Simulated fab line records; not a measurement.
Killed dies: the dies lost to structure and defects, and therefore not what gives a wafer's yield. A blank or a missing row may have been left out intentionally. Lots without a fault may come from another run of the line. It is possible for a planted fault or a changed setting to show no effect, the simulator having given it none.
Struck lot and sound lot, side by side :: flow sky130 :: 38 out of 708 route steps
Sound: the wafers L433.3, L433.4, L433.6. Struck: wafers L419.1, L419.4, L419.6. The cause is named last.
For every step that has rows: the tool of each side, followed by ch and its chambers, followed by its first start. Under that, the readings that differ: sound wafers :: struck wafers :: difference of the means :: sigmas: that difference in standard deviations of wafers without a fault.
alike: readings whose means differ by less than 2 such deviations, and words and numbers that are the same on both sides. not compared: withheld readings, readings that some wafer has no value for, bounds like >300 that may hide the same value, and numbers for which the record gives no deviation and whose values overlap.
The two part at a step that has a row with sigmas, a row that says differs or no value, or rows on one side only. Non-overlapping numbers with no deviation appear without sigmas and do not part them. Lack of a reading on every wafer of one side parts them only where that side has two or more wafers.

first, 9 steps without rows for these wafers: SKY_VIA2_SPUTTER_20 (material TiN, target thk 20 nm, time 80 s); SKY_VIA2_CVD_21 (deposits W, target thk 420 nm, time 126.4 s); SKY_VIA2_CMP_24 (polishes, stops on SiO2, t overpolish 20 s, target thk 0 nm); SKY_METAL3_SPUTTER_00 (material Ti, target thk 15 nm, time 10 s); SKY_METAL3_SPUTTER_01 (material TiN, target thk 20 nm, time 16.7 s); SKY_METAL3_SPUTTER_02 (material AlCu, target thk 735 nm, time 39.1 s); SKY_METAL3_SPUTTER_03 (material Ti, target thk 5 nm, time 3.3 s); SKY_METAL3_SPUTTER_04 (material TiN, target thk 70 nm, time 58.3 s); SKY_CAPM_CVD_00 (deposits SiO2, target thk 15.5 nm).
SKY_CAPM_SPUTTER_02: material TiN, target thk 200 nm, time 166.7 s.
  sound: pvd-sputter-01 at day 42 11:16; struck: pvd-sputter-01 at day 38 05:34
reading: cathode-dc-power-W (W)
sound: 6499.5 6501.2 6500.7
struck: 7880.4 7878.7 7882.1
difference: +1379.9
sigmas: +99 or more

reading: model.TiN_of_CAPM_SPUTTER_02.thk-nm (nm)
sound: 199.3 198.8 198.8
struck: 246 246.4 244.6
difference: +47
sigmas: 
  alike: chamber-pressure-pa, substrate-temp-c, susceptor-temp-C, throttle-valve-pct
SKY_CAPM_RS_MEAS_03: measures by four-point-probe.
  sound: film-metro-02 at day 42 11:25; struck: film-metro-04 at day 38 05:41
reading: CAPM_TIN_RS (ohm/sq)
sound: 6.91 6.93 6.94
struck: 5.59 5.59 5.63
difference: -1.32
sigmas: -19
SKY_CAPM_THK_MEAS_04: measures by xrf.
  sound: film-metro-02 at day 42 11:31; struck: film-metro-04 at day 38 05:48
reading: CAPM_TIN_THK (nm)
sound: 199.5 198.8 198.7
struck: 244.0 246.3 242.2
difference: +45.2
sigmas: +20
then, 7 steps without rows for these wafers: SKY_CAPM_DEHYDRATE_05 (time 60 s); SKY_CAPM_HMDS_06 (prime time 60 s); SKY_CAPM_COAT_07 (resist thk 1140 nm); SKY_CAPM_SOFTBAKE_08 (time 60 s); SKY_CAPM_EXPOSE_09 (exposes mask CAPM, target cd 1000 nm); SKY_CAPM_PEB_10; SKY_CAPM_DEVELOP_11 (develop time 60 s).
SKY_CAPM_METAL_ETCH_13: etches TiN in Cl2/BCl3, stops on SiO2, target depth 220 nm, time 62.9 s.
  sound on rie-metal-03 ch 0,1, day 43 10:19; struck on rie-metal-03 ch 0,1, day 39 07:10
reading: oes-product-au (a.u.)
sound: 0.936 0.939 0.939
struck: 0.989 0.985 0.978
difference: +0.046
sigmas: +6
  alike: drypump-motor-current-A, throttle-valve-pct
  not compared: rf-hours-counter-h
then, 16 steps without rows for these wafers: SKY_CAPM_STRIP_14 (strips in O2/N2); SKY_CAPM_STRIP_15 (strips in post etch residue remover, time 1200 s); SKY_CAPM_CLEAN_16 (cleans in IPA, time 180 s); SKY_CAPM_CLEAN_17 (cleans in O3/DIW); SKY_METAL3_DEHYDRATE_05 (time 60 s); SKY_METAL3_HMDS_06 (prime time 60 s); SKY_METAL3_COAT_07 (resist thk 60 nm); SKY_METAL3_COAT_08 (resist thk 1140 nm); SKY_METAL3_SOFTBAKE_09 (time 90 s); SKY_METAL3_EXPOSE_10 (exposes mask MM3, target cd 300 nm); SKY_METAL3_PEB_11; SKY_METAL3_DEVELOP_12 (develop time 60 s); SKY_METAL3_DESCUM_15 (chemistry O2, time 8 s); SKY_METAL3_ETCH_16 (etches BARC in N2/H2, stops on SiO2, time 88.2 s, target depth 60 nm); SKY_METAL3_ETCH_17 (etches SiO2 in C4F8/O2/Ar, stops on TiN, time 3.9 s, target depth 15 nm); SKY_METAL3_METAL_ETCH_18 (etches the open film in Cl2/BCl3, stops on SiO2, target depth 845 nm, time 183.1 s).
SKY_METAL3_STRIP_20: strips in post etch residue remover, time 1200 s.
  sound on wet-bench-04 ch 3, day 44 09:38; struck on wet-bench-04 ch 1, day 40 09:30
reading: model.TiN_of_CAPM_SPUTTER_02.thk-nm (nm)
sound: 198.5 197.9 197.9
struck: 245.2 245.6 243.7
difference: +46.7
sigmas: 
  alike: bath-heat-duty-pct
-- the record jumps here: 7 days lie between the struck wafers' starts before and after (it left off in module METAL3 and takes up again in module PAD_OPEN, whose first step shown is number 708 of the route) --
SKY_PAD_OPEN_PROBE_99:
  sound: prober-01 at day 50 11:14; struck: prober-01 at day 47 08:11
reading: model.etest.tester.sort-n-pass
sound: 401 396 404
struck: 0 0 0
difference: -400
sigmas: 

reading: model.etest.met3.line-ohm-um
sound: 0.148 0.1482 0.1426
struck: 140.4 135.9 124.3
difference: +133.4
sigmas: 

reading: model.etest.via3-chain.rc-ohm
sound: 9.297 9.725 9.538
struck: 119.3 112.7 111.1
difference: +104.8
sigmas: 

reading: model.etest.tester.sort-yield-pct (%)
sound: 81.5 80.49 82.11
struck: 0 0 0
difference: -81
sigmas: 

reading: model.etest.tester.sort_bin_4_pct (%)
sound: 0 0 0
struck: 83.87 78.73 82.08
difference: +81.56
sigmas: 

reading: model.etest.met3.rs-ohm-sq
sound: 0.04387 0.04385 0.04322
struck: 42.61 41.37 37.82
difference: +40.56
sigmas: 

reading: model.etest.tester.sort_bin_3_pct (%)
sound: 1.016 0.4065 0.6098
struck: 2.11 1.962 2.472
difference: +1.50
sigmas: 
  alike: defect-limited-yield, killed_at_M0_to_M3, killed_at_M4_up, killed-at-contacts, killed-at-front-end, killed-at-other, killed-dies, killed-on-rim, killed-open, killed-short
  not compared: model.etest.met3.rs-ohm-sq-rim-less-centre

## WHERE THEY PART
First at SKY_CAPM_SPUTTER_02; last, within this record, at SKY_CAPM_METAL_ETCH_13. Later steps at which nothing parts them and some readings are alike: SKY_METAL3_STRIP_20, SKY_PAD_OPEN_PROBE_99.

WHY: whatever the simulator had introduced
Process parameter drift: pvd-sputter-01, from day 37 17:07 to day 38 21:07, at SKY_CAPM_SPUTTER_02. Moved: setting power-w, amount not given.
